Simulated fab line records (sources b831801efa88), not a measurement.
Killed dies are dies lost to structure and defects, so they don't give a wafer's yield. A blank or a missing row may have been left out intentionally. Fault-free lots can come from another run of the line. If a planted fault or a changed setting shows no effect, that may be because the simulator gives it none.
2 desks looking at one fault || flow sky130 || what lay behind the numbers comes last; until then each desk has only its own

== THE METROLOGY DESK ==
What the gauges read for every lot (on any tool): the sampled wafers with a number, averaged. Any lot whose mean is over 4 standard deviations away from the usual mean is out of limits and marked OUT; that distance is given in the brackets.
Columns: A = NWELL_00_OVL at SKY_NWELL_OVL_MEAS_10, usual 1.6 nm; B = VT_ADJUST_LVTN_OVL at SKY_VT_ADJUST_LVTN_OVL_MEAS_07, usual -1.1 nm; C = POLY_GATE_TW at SKY_RES_PROTECT_TW_MEAS_08, usual 4021
{"lot": "L699", "first seen here": "day 4 19:21", "A": 2.9, "B": -1.9, "C": 4052}
{"lot": "L700", "first seen here": "day 4 20:34", "A": 2.9, "B": -1.2, "C": 4054}
{"lot": "L701", "first seen here": "day 5 00:37", "A": 2.0, "B": -3.7, "C": 4042}
{"lot": "L702", "first seen here": "day 5 08:01", "A": 2.1, "B": -2.1, "C": 4062}
{"lot": "L703", "first seen here": "day 5 13:01", "A": 2.0, "B": -0.7, "C": 3966}
{"lot": "L710", "first seen here": "day 7 04:55", "A": 2.8, "B": -2.0, "C": 4060}
{"lot": "L712", "first seen here": "day 7 18:30", "A": -0.3, "B": -1.8, "C": 4000}
{"lot": "L720", "first seen here": "day 9 14:40", "A": 1.6, "B": -1.0, "C": 3960}
{"lot": "L721", "first seen here": "day 9 21:10", "A": 0.8, "B": -1.0, "C": 3950}
{"lot": "L722", "first seen here": "day 10 03:55", "A": 0.4, "B": -0.3, "C": 3959}
Finding of this desk: none of the 10 lots has anything out of limits.

== TOOL OWNER'S DESK, furnace-01 ==
The tool's own readings at SKY_GATE_OXIDE_OXIDATION_01 (stabilise 600 s, purge 300 s, target thk 10.268 nm): means of the sampled wafers that have a number, for each lot that ran on this tool. Any lot whose mean is over 4 standard deviations away from the usual mean is out of limits and marked OUT; that distance is given in the brackets.
Columns: A = spike-tc-centre-C at SKY_GATE_OXIDE_OXIDATION_01, usual 899.9 C; B = spike-tc-lower-C at SKY_GATE_OXIDE_OXIDATION_01, usual 900.8 C; C = zone-power-bottom-pct at SKY_GATE_OXIDE_OXIDATION_01, usual 29.6 %; D = zone-power-centre-pct at SKY_GATE_OXIDE_OXIDATION_01, usual 17.9 %; E = zone-power-lower-pct at SKY_GATE_OXIDE_OXIDATION_01, usual 18.4 %; F = zone-power-upper-pct at SKY_GATE_OXIDE_OXIDATION_01, usual 18.7 %
{"lot": "L702", "first seen here": "day 13 23:38", "A": 900.2, "B": 900.7, "C": 29.9, "D": 16.7, "E": 17.4, "F": 18.8}
{"lot": "L710", "first seen here": "day 16 12:14", "A": "921.0 (+22) OUT", "B": 897.9, "C": 30.0, "D": 23.2, "E": 13.6, "F": "15.0 (-11) OUT"}
{"lot": "L712", "first seen here": "day 17 10:20", "A": "920.7 (+21) OUT", "B": 897.1, "C": 30.3, "D": 23.4, "E": 13.5, "F": "14.6 (-12) OUT"}
{"lot": "L720", "first seen here": "day 19 23:13", "A": 900.2, "B": 901.8, "C": 29.5, "D": 16.6, "E": 17.2, "F": 18.8}
{"lot": "L721", "first seen here": "day 20 10:22", "A": 899.4, "B": 901.2, "C": 29.4, "D": 16.7, "E": 17.2, "F": 18.9}
Finding of this desk: L710, L712 out of limits; the first was L710 at day 16 12:14, on spike-tc-centre-C at SKY_GATE_OXIDE_OXIDATION_01. In limits: L702, L720, L721.

== TAKEN TOGETHER ==
The tool owner's desk had the chance to raise an alarm at day 16 12:14 on L710, L712.
Metrology desk: nothing out of limits seen.
The metrology desk has L710, L712 on record, within its limits.
All the named lots went through SKY_GATE_OXIDE_OXIDATION_01 on furnace-01.

== WHAT HAD BEEN PUT IN BY THE SIMULATOR ==
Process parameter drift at SKY_GATE_OXIDE_OXIDATION_01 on furnace-01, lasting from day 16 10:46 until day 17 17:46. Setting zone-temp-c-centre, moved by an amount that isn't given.
Lots struck among those shown: L710, L712.
Time in hours from fault onset to the first out-of-limits reading at each desk: the tool owner's desk, 1.
